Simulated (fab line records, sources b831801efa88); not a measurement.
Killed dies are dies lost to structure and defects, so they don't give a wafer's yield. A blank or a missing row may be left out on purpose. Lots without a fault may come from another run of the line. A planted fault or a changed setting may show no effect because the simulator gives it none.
Chamber matching | flow gf180mcu | GF_STI_ETCH_13 on rie_diel-02: 3 sister chambers
The step etches the open film in CHF3/O2, stops on Si, target depth 282.31 nm, time 112.9 s. 3 wafers are shown with their chamber, then 7 later ones without.

WAFERS WITH THEIR CHAMBER
wafer  | chamber | oes_product_au (a.u.)
L264.3 | 2       | 0.825
L276.3 | 0       | 0.833
L276.4 | 1       | 0.837

WAFERS WITHOUT THEIR CHAMBER
wafer  | oes_product_au (a.u.)
L276.5 | 0.833
L277.1 | 0.828
L277.4 | 0.835
L277.5 | 0.839
L280.1 | 0.822
L280.2 | 0.820
L280.6 | 0.827

WHICH CHAMBER EACH WENT THROUGH
wafer  | from the rows above     | in truth
L276.5 | can't be placed: 0 or 1 | 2
L277.1 | can't be placed: 2 or 0 | 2
L277.4 | can't be placed: 0 or 1 | 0
L277.5 | can't be placed: 1 or 0 | 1
L280.1 | 2                       | 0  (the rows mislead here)
L280.2 | 2                       | 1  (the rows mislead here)
L280.6 | can't be placed: 2 or 0 | 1
Placed correctly: 0 of 7. Can't be placed from these rows: 5 (the true chamber is among the candidates in 3). Placed wrongly: 2.
How it was worked out, from the rows above alone: a wafer's distance from a chamber is the root of the sum, over the readings, of the square of ((its reading less the chamber's mean) divided by the reading's scatter). The wafer belongs to the nearest chamber; if the next one is less than 2 further off, it can't be placed. A chamber's mean is the mean of its shown wafers. The scatter: with one shown wafer a chamber, the root of the mean of the squares of how far each hidden wafer lies from its nearest shown one.
